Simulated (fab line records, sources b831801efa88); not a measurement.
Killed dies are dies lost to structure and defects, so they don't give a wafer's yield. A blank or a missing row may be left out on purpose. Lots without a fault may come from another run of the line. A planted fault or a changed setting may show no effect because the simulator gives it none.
fab line records | flow gf180mcu
record lots=5 wafers=15 last_day=34
route steps=602 shown VT_IMPLANT@117
lots that met no fault: from a run of the same line without faults
start_h: hours from the record's first day to the start of the lot's first wafer shown | wait_h: hours since the lot's step before | " the same as in the row above | L1.1+2: a row that stands for several wafers | - no value, or no start given | * or withheld: withheld | < > ~ a bound
route shown NAME@n: a module of which the file shows steps, and the number in the route of the first | usual: mean/standard deviation of fault-free wafers | same: alike in all rows | chamber/n: place in a boat | sites: the reading at each site | _std_site: their standard deviation | _edge_site: outer sites' mean less inner sites' | radius_mm: how far each site lies from the wafer's centre | mask NAME#n: copy n | behind: the tool/chamber that last shaped the wafer | hold: why the lot was held/for how many hours/how that ended | device: the transistor (n, p or np) that didn't switch | end of line: the same wafers' tests at the end of the route | a step without rows: its recipe alone | killed: dies lost to structure and defects at the first sort, not the wafer's yield | map: a wafer's dies, x killed, . not, _ none there
set.NAME: the setting as run; set.NAME@STEP: as run at that earlier step | model.NAME: the simulator's own value behind a step, which no gauge read
lots at some steps of the route; a table a step, a row a wafer
services: from which hour (start_h, from the record's first day; less than 0 if before it) a tool's chamber was out of use, for how many hours, and why
## steps
# step GF_VT_IMPLANT_PEB_27
# recipe temp_c=withheld time_s=* resist=NOVOLAK
# columns lot.wafer tool chamber start_h wait_h
L075.1+2+3 litho_track-02 0 - -
L078.2+4+6 litho_track-04 0 - -
L092.1+3+6 litho_track-01 0 - -
L095.1+3+4 litho_track-02 0 - -
L097.4+5+6 litho_track-04 0 - -
# step GF_VT_IMPLANT_DEVELOP_28
# recipe develop_time_s=60 dev_temp_c=23
# columns lot.wafer tool chamber start_h wait_h
L075.1+2+3 litho_track-02 0 145.25 0.1
L078.2+4+6 litho_track-04 0 165.75 0.1
L092.1+3+6 litho_track-01 0 259.59 0.1
L095.1+3+4 litho_track-02 0 276.75 0.1
L097.4+5+6 litho_track-04 0 290.35 0.1
# step GF_VT_IMPLANT_OVL_MEAS_29
# usual VT_IMPLANT_02_OVL=-0.5/1.6
# columns lot.wafer tool chamber start_h wait_h VT_IMPLANT_02_OVL[nm]
L075.1 overlay-02 - 145.40 0.1 0.9
L075.2 " - " " 0.9
L075.3 " - " " 0.6
L078.2 overlay-01 - 165.88 0.1 -0.8
L078.4 " - " " -2.2
L078.6 " - " " -1.1
L092.1 overlay-01 - 259.74 0.1 -0.8
L092.3 " - " " -0.1
L092.6 " - " " 0.2
L095.1 overlay-02 - 276.90 0.1 -3.1
L095.3 " - " " -2.8
L095.4 " - " " -2.4
L097.4 overlay-02 - 290.44 0.1 -0.9
L097.5 " - " " -1.3
L097.6 " - " " -1.1
# step GF_VT_IMPLANT_IMPLANT_30
# recipe species=B energy_kev=25 dose_cm2=2.534e+12 tilt_deg=7
# columns lot.wafer tool chamber start_h wait_h
L075.1+2+3 implanter-03 0 145.44 0.0
L078.2+4+6 implanter-02 0 165.93 0.0
L092.1+3+6 implanter-02 0 259.78 0.0
L095.1+3+4 implanter-02 0 276.94 0.0
L097.4+5+6 implanter-01 0 290.53 0.1
# step GF_VT_IMPLANT_STRIP_31
# recipe chemistry=O2/N2 power_w=1400 pressure_mtorr=1500 platen_temp_c=250 o2_flow_sccm=3000 n2_flow_sccm=300 overash_fraction=0.5
# usual chamber_pressure_mTorr=1500.1/1.5 drypump_motor_current_A=5.8/0.43 heater_power_w=353/29 oes_product_au=0.716/0.0046 strip_time_to_endpoint_s=12.65/0.039
# columns lot.wafer tool chamber start_h wait_h chamber_pressure_mTorr drypump_motor_current_A heater_power_w oes_product_au rf_hours_counter_h strip_time_to_endpoint_s
L075.1 plasma_asher-04 1 145.59 0.1 1501.3 6.3 309 0.715 51 12.69
L075.2 " 0 " " 1499.6 4.9 285 0.720 51 12.71
L075.3 " 1 " " 1500.4 6.3 312 0.717 - 12.72
L078.2 plasma_asher-03 0 166.06 0.1 1500.4 5.6 373 0.717 51 12.64
L078.4 " 0 " " 1501.1 5.6 378 0.711 - 12.67
L078.6 " 1 " " 1501.0 5.9 353 0.715 - 12.69
L092.1 plasma_asher-03 1 259.93 0.1 1499.9 5.9 349 0.718 59 12.63
L092.3 " 1 " " 1499.7 5.9 342 0.719 - 12.61
L092.6 " 1 " " 1499.4 5.9 346 0.716 - 12.61
L095.1 plasma_asher-03 0 277.09 0.1 1501.2 5.6 372 0.723 61 12.64
L095.3 " 1 " " 1499.7 5.9 346 0.709 - 12.60
L095.4 " 0 " " 1498.8 5.6 377 0.711 - 12.64
L097.4 plasma_asher-03 1 290.64 0.1 1499.8 5.9 358 0.721 - 12.63
L097.5 " 1 " " 1499.0 5.9 357 0.717 - 12.68
L097.6 " 0 " " 1500.1 5.6 364 0.710 - 12.63
# step GF_VT_IMPLANT_TW_MEAS_32
# usual VT_IMPLANT_3_TW=264.6/1.5
# columns lot.wafer tool chamber start_h wait_h VT_IMPLANT_3_TW
L075.1 film_metro-01 - 145.69 0.1 262.1
L075.2 " - " " 261.6
L075.3 " - " " 263.1
L078.2 film_metro-01 - 166.17 0.1 262.1
L078.4 " - " " 263.7
L078.6 " - " " 262.9
L092.1 film_metro-04 - 260.08 0.1 264.1
L092.3 " - " " 263.1
L092.6 " - " " 264.4
L095.1 film_metro-04 - 277.19 0.1 262.7
L095.3 " - " " 264.1
L095.4 " - " " 264.2
L097.4 film_metro-03 - 290.74 0.1 263.4
L097.5 " - " " 264.3
L097.6 " - " " 264.6
# step GF_VT_IMPLANT_DEHYDRATE_33
# recipe temp_c=200 time_s=60
# usual plate_temp_C=199.97/0.16
# columns lot.wafer tool chamber start_h wait_h plate_temp_C
L075.1 litho_track-01 0 152.74 7.0 200.36
L075.2 " 0 " " 200.13
L075.3 " 0 " " 200.25
L078.2 litho_track-02 0 173.73 7.5 199.79
L078.4 " 0 " " 199.75
L078.6 " 0 " " 199.92
L092.1 litho_track-04 0 268.57 8.5 200.02
L092.3 " 0 " " 200.04
L092.6 " 0 " " 199.95
L095.1 litho_track-02 0 285.50 8.3 199.98
L095.3 " 0 " " 199.86
L095.4 " 0 " " 199.88
L097.4 litho_track-04 0 300.00 9.2 200.11
L097.5 " 0 " " 200.01
L097.6 " 0 " " 200.22
# step GF_VT_IMPLANT_HMDS_34
# recipe prime_time_s=60 prime_temp_c=120
# usual prime_temp_c=120.00/0.13
# same prime_time_s=60
# columns lot.wafer tool chamber start_h wait_h prime_temp_c
L075.1 litho_track-01 0 152.89 0.1 120.10
L075.2 " 0 " " 119.85
L075.3 " 0 " " 119.87
L078.2 litho_track-02 0 173.88 0.1 119.98
L078.4 " 0 " " 120.09
L078.6 " 0 " " 120.00
L092.1 litho_track-04 0 268.72 0.1 119.99
L092.3 " 0 " " 120.21
L092.6 " 0 " " 119.96
L095.1 litho_track-02 0 285.65 0.1 120.03
L095.3 " 0 " " 120.02
L095.4 " 0 " " 120.03
L097.4 litho_track-04 0 300.15 0.1 119.99
L097.5 " 0 " " 120.12
L097.6 " 0 " " 120.07
# step GF_VT_IMPLANT_COAT_35
# recipe resist=NOVOLAK spin_rpm=3000 resist_thk_nm=1000
# columns lot.wafer tool chamber start_h wait_h
L075.1+2+3 litho_track-01 0 153.04 0.1
L078.2+4+6 litho_track-02 0 174.03 0.1
L092.1+3+6 litho_track-04 0 268.87 0.1
L095.1+3+4 litho_track-02 0 285.80 0.1
L097.4+5+6 litho_track-04 0 300.30 0.1
# step GF_VT_IMPLANT_SOFTBAKE_36
# recipe temp_c=90 time_s=60 resist=NOVOLAK
# usual plate_temp_C=89.99/0.12
# columns lot.wafer tool chamber start_h wait_h plate_temp_C
L075.1 litho_track-01 0 153.19 0.1 90.08
L075.2 " 0 " " 90.08
L075.3 " 0 " " 89.96
L078.2 litho_track-02 0 174.18 0.1 90.06
L078.4 " 0 " " 90.07
L078.6 " 0 " " 89.94
L092.1 litho_track-04 0 269.02 0.1 90.04
L092.3 " 0 " " 90.04
L092.6 " 0 " " 89.92
L095.1 litho_track-02 0 285.95 0.1 90.10
L095.3 " 0 " " 89.91
L095.4 " 0 " " 90.05
L097.4 litho_track-04 0 300.45 0.1 89.89
L097.5 " 0 " " 90.04
L097.6 " 0 " " 89.89
# step GF_VT_IMPLANT_EXPOSE_37
# recipe mask_id=Nwell_HV_AREA target_cd_nm=860 na=0.6 source_shape=conventional sigma_outer=0.6 dose_mj=140
# usual stage_vel_mm_s=499.91/0.25
# columns lot.wafer tool chamber start_h wait_h mask stage_vel_mm_s
L075.1 iline_stepper-01 0 - - Nwell_HV_AREA#0 500.17
L075.2 " 0 " " Nwell_HV_AREA#0 499.64
L075.3 " 0 " " Nwell_HV_AREA#0 500.14
L078.2 iline_stepper-02 0 - - Nwell_HV_AREA#0 499.50
L078.4 " 0 " " Nwell_HV_AREA#0 499.71
L078.6 " 0 " " Nwell_HV_AREA#0 499.93
L092.1 iline_stepper-02 0 - - Nwell_HV_AREA#0 499.54
L092.3 " 0 " " Nwell_HV_AREA#0 499.93
L092.6 " 0 " " Nwell_HV_AREA#0 499.93
L095.1 iline_stepper-01 0 - - Nwell_HV_AREA#0 499.55
L095.3 " 0 " " Nwell_HV_AREA#0 499.83
L095.4 " 0 " " Nwell_HV_AREA#0 499.78
L097.4 iline_stepper-02 0 - - Nwell_HV_AREA#0 499.70
L097.5 " 0 " " Nwell_HV_AREA#0 499.84
L097.6 " 0 " " Nwell_HV_AREA#0 499.82
# step GF_VT_IMPLANT_PEB_38
# recipe temp_c=withheld time_s=* resist=NOVOLAK
# columns lot.wafer tool chamber start_h wait_h
L075.1+2+3 litho_track-01 0 - -
L078.2+4+6 litho_track-01 0 - -
L092.1+3+6 litho_track-01 0 - -
L095.1+3+4 litho_track-01 0 - -
L097.4+5+6 litho_track-04 0 - -
# step GF_VT_IMPLANT_DEVELOP_39
# recipe develop_time_s=60 dev_temp_c=23
# columns lot.wafer tool chamber start_h wait_h
L075.1+2+3 litho_track-01 0 161.19 0.1
L078.2+4+6 litho_track-01 0 182.52 0.1
L092.1+3+6 litho_track-01 0 277.54 0.1
L095.1+3+4 litho_track-01 0 295.94 0.1
L097.4+5+6 litho_track-04 0 310.20 0.1
# step GF_VT_IMPLANT_OVL_MEAS_40
# usual VT_IMPLANT_03_OVL=-0.8/1.1
# columns lot.wafer tool chamber start_h wait_h VT_IMPLANT_03_OVL[nm]
L075.1 overlay-01 - 161.34 0.1 0.0
L075.2 " - " " -0.6
L075.3 " - " " 0.2
L078.2 overlay-02 - 182.65 0.1 -2.2
L078.4 " - " " -1.1
L078.6 " - " " -2.8
L092.1 overlay-02 - 277.69 0.1 -2.3
L092.3 " - " " -0.5
L092.6 " - " " -0.4
L095.1 overlay-01 - 296.09 0.1 0.1
L095.3 " - " " 0.4
L095.4 " - " " 1.2
L097.4 overlay-01 - 310.29 0.1 -2.0
L097.5 " - " " -0.8
L097.6 " - " " 0.7
# step GF_VT_IMPLANT_IMPLANT_41
# recipe species=As energy_kev=70 dose_cm2=1.013e+12 tilt_deg=7
# columns lot.wafer tool chamber start_h wait_h
L075.1+2+3 implanter-03 0 161.38 0.0
L078.2+4+6 implanter-02 0 182.70 0.0
L092.1+3+6 implanter-03 0 277.73 0.0
L095.1+3+4 implanter-02 0 296.13 0.0
L097.4+5+6 implanter-03 0 310.38 0.1
# step GF_VT_IMPLANT_STRIP_42
# recipe chemistry=O2/N2 power_w=1400 pressure_mtorr=1500 platen_temp_c=250 o2_flow_sccm=3000 n2_flow_sccm=300 overash_fraction=0.5
# usual chamber_pressure_mTorr=1500.0/1.3 drypump_motor_current_A=5.7/0.53 heater_power_w=340/32 oes_product_au=0.716/0.0048 strip_time_to_endpoint_s=12.64/0.04
# columns lot.wafer tool chamber start_h wait_h chamber_pressure_mTorr drypump_motor_current_A heater_power_w oes_product_au rf_hours_counter_h strip_time_to_endpoint_s
L075.1 plasma_asher-03 0 161.53 0.1 1498.8 5.6 377 0.709 51 12.54
L075.2 " 1 " " 1500.6 5.9 349 0.711 51 12.60
L075.3 " 1 " " 1503.0 5.9 344 0.720 - 12.63
L078.2 plasma_asher-04 0 182.83 0.1 1499.1 4.9 296 0.726 55 12.66
L078.4 " 0 " " 1500.6 4.9 292 0.718 - 12.62
L078.6 " 0 " " 1498.4 4.9 291 0.716 - 12.61
L092.1 plasma_asher-03 0 277.88 0.1 1499.8 5.6 375 0.710 61 12.62
L092.3 " 0 " " 1500.8 5.6 369 0.713 - 12.61
L092.6 " 0 " " 1500.0 5.6 371 0.716 - 12.63
L095.1 plasma_asher-02 0 296.28 0.1 1499.0 6.3 370 0.709 52 12.68
L095.3 " 0 " " 1500.9 6.3 371 0.724 - 12.63
L095.4 " 1 " " 1498.6 5.7 370 0.719 - 12.66
L097.4 plasma_asher-03 0 310.49 0.1 1500.5 5.6 363 0.715 - 12.68
L097.5 " 0 " " 1497.1 5.6 378 0.718 - 12.68
L097.6 " 1 " " 1499.0 5.9 359 0.717 - 12.70
# step GF_VT_IMPLANT_TW_MEAS_43
# usual VT_IMPLANT_4_TW=682/3.2
# columns lot.wafer tool chamber start_h wait_h VT_IMPLANT_4_TW
L075.1 film_metro-03 - 161.63 0.1 686
L075.2 " - " " 682
L075.3 " - " " 685
L078.2 film_metro-04 - 182.94 0.1 680
L078.4 " - " " 681
L078.6 " - " " 682
L092.1 film_metro-01 - 277.98 0.1 679
L092.3 " - " " 676
L092.6 " - " " 682
L095.1 film_metro-01 - 296.38 0.1 683
L095.3 " - " " 680
L095.4 " - " " 679
L097.4 film_metro-01 - 310.59 0.1 686
L097.5 " - " " 680
L097.6 " - " " 684
# step GF_VT_IMPLANT_CLEAN_44
# recipe chemistry=SC1/SC2 mix=1:4:20 temp_c=70 time_s=150 dry=n2_spin
# columns lot.wafer tool chamber start_h wait_h
L075.1+2+3 wet_bench-04 0 161.69 0.1
L078.2+4+6 wet_bench-01 3 182.99 0.0
L092.1+3+6 wet_bench-04 0 278.04 0.1
L095.1+3+4 wet_bench-04 1 296.44 0.1
L097.4+5+6 wet_bench-03 3 310.62 0.0
## services
# columns tool chamber start_h hours kind
plasma_asher-02 - 124.61 0.7 repair
implanter-01 - 158.39 9.6 pm
plasma_asher-04 - 173.20 1.1 repair
implanter-01 - 182.17 1.1 repair
implanter-02 - 201.80 3.9 pm
plasma_asher-03 - 232.16 11.8 repair
plasma_asher-04 - 249.91 4.2 repair
iline_stepper-02 - 258.47 1.7 pm
plasma_asher-04 - 277.98 4.3 repair
implanter-01 - 282.58 2.1 repair
plasma_asher-02 - 283.50 2.8 pm
## key
fault none
